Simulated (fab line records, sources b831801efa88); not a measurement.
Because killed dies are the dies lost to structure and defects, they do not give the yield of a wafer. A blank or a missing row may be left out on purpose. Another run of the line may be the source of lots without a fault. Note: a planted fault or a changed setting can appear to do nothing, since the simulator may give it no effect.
The tool behind it: which one? + flow gf180mcu + 20 wafers from 7 lots sampled at 2 of the route's 602 steps

== WHAT THE GAUGES READ, wafer by wafer ==
GF_V2_OVL_MEAS_15.
| lot  | measured     | on         | V2_OVL (nm) |
|------|--------------|------------|-------------|
| L171 | day 20 17:04 | overlay-01 | -4 -6 -9    |
| L178 | day 23 06:58 | overlay-01 | -6 2        |
| L185 | day 25 16:19 | overlay-02 | 6 -5 -2     |
| L187 | day 26 08:16 | overlay-01 | 0 -7 -3     |
| L189 | day 26 19:55 | overlay-02 | -8 3 -10    |
| L191 | day 27 07:53 | overlay-02 | -5 -9 3     |

== EACH LOT AND THE TOOL THAT RAN IT (in order: tool; ch and the chambers of the sampled wafers; start) ==
| lot  | GF_CONTACT_CMP_27             |
|------|-------------------------------|
| L171 | cmp-02 ch 1,2,3, day 16 12:43 |
| L176 | cmp-02 ch 1,3, day 18 08:48   |
| L178 | cmp-02 ch 0,3, day 19 03:41   |
| L185 | cmp-01 ch 0,2,3, day 21 18:39 |
| L187 | cmp-02 ch 0,1,3, day 22 12:11 |
| L189 | cmp-02 ch 0,2,3, day 23 00:21 |
| L191 | cmp-02 ch 0,3, day 23 11:59   |
- GF_CONTACT_CMP_27: polishes, stops on SiO2, t overpolish 15 s, target thk 0 nm.

== THE ANSWER, worked out from the rows above alone ==
Rule: usual is defined by the lots themselves. Put in order of their means at a reading, lots are off if they are a third of the lots or fewer, leave a main group of 4 or more, and stand apart from it by a gap of 3 or more times the standard deviation of the main group's means; of several such gaps the widest counts. The tables above print the reading to a certain number of digits; a main group whose means all agree to those digits is not used. A lot without any number at a reading at which 4 lots or more have one is off too. The other lots that the step has rows for count as sound.
Nothing can be told from this: no lot is off at any reading shown.

== WHAT HAD BEEN PUT IN BY THE SIMULATOR ==
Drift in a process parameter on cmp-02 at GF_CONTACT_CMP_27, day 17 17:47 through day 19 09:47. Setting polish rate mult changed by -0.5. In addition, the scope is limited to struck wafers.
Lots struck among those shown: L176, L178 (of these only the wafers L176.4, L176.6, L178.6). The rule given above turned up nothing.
